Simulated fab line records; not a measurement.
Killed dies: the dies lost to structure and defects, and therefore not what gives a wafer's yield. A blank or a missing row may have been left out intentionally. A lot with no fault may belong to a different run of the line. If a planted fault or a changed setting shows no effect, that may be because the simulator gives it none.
Matching of chambers / flow sky130 / 4 sister chambers for SKY_VIA1_ETCH_15 on rieDiel-04
The step etches SiO2 in C4F8/O2/Ar, stops on TiN, target depth 351 nm, time 54 s. 8 wafers are shown with their chamber, then 9 later ones without.

== WAFERS PAIRED WITH THEIR CHAMBERS ==
wafer=L082.5; chamber=3; oesProductAu (a.u.)=0.981
wafer=L082.6; chamber=0; oesProductAu (a.u.)=0.985
wafer=L084.4; chamber=1; oesProductAu (a.u.)=0.987
wafer=L091.4; chamber=0; oesProductAu (a.u.)=0.981
wafer=L091.6; chamber=3; oesProductAu (a.u.)=0.983
wafer=L094.2; chamber=1; oesProductAu (a.u.)=0.984
wafer=L094.3; chamber=2; oesProductAu (a.u.)=0.983
wafer=L094.6; chamber=2; oesProductAu (a.u.)=0.988

== WAFERS WITHOUT THEIR CHAMBER ==
wafer=L095.2; oesProductAu (a.u.)=0.963
wafer=L095.3; oesProductAu (a.u.)=0.969
wafer=L095.6; oesProductAu (a.u.)=0.983
wafer=L096.4; oesProductAu (a.u.)=0.986
wafer=L096.5; oesProductAu (a.u.)=0.985
wafer=L096.6; oesProductAu (a.u.)=0.998
wafer=L097.1; oesProductAu (a.u.)=0.983
wafer=L097.3; oesProductAu (a.u.)=0.979
wafer=L097.4; oesProductAu (a.u.)=0.985

== CHAMBER TAKEN BY EACH ==
wafer=L095.2; from the rows above=can't be placed: 3 or 0 or 1 or 2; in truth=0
wafer=L095.3; from the rows above=can't be placed: 3 or 0 or 1 or 2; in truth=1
wafer=L095.6; from the rows above=can't be placed: 0 or 3 or 1 or 2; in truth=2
wafer=L096.4; from the rows above=can't be placed: 1 or 2 or 0 or 3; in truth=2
wafer=L096.5; from the rows above=can't be placed: 1 or 2 or 0 or 3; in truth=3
wafer=L096.6; from the rows above=can't be placed: 1 or 2 or 0 or 3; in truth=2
wafer=L097.1; from the rows above=can't be placed: 0 or 3 or 1 or 2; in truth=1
wafer=L097.3; from the rows above=can't be placed: 3 or 0 or 1 or 2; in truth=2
wafer=L097.4; from the rows above=can't be placed: 1 or 2 or 0 or 3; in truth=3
Correctly placed: 0 of 9. Unplaceable from these rows: 9, with the true chamber sitting among the candidates in 9. 0 placed wrongly.
How it was worked out, from the rows above alone: a wafer's distance from a chamber is the root of the sum, over the readings, of the square of ((its reading less the chamber's mean) divided by the reading's scatter). If the next closest chamber is less than 2 further off than the closest, the wafer can't be placed; otherwise it belongs to the closest. Each chamber's mean is taken over the wafers shown for it. The scatter: the root of (the sum of the squares of (reading less its chamber's mean) over the shown wafers, divided by (wafers less chambers)).
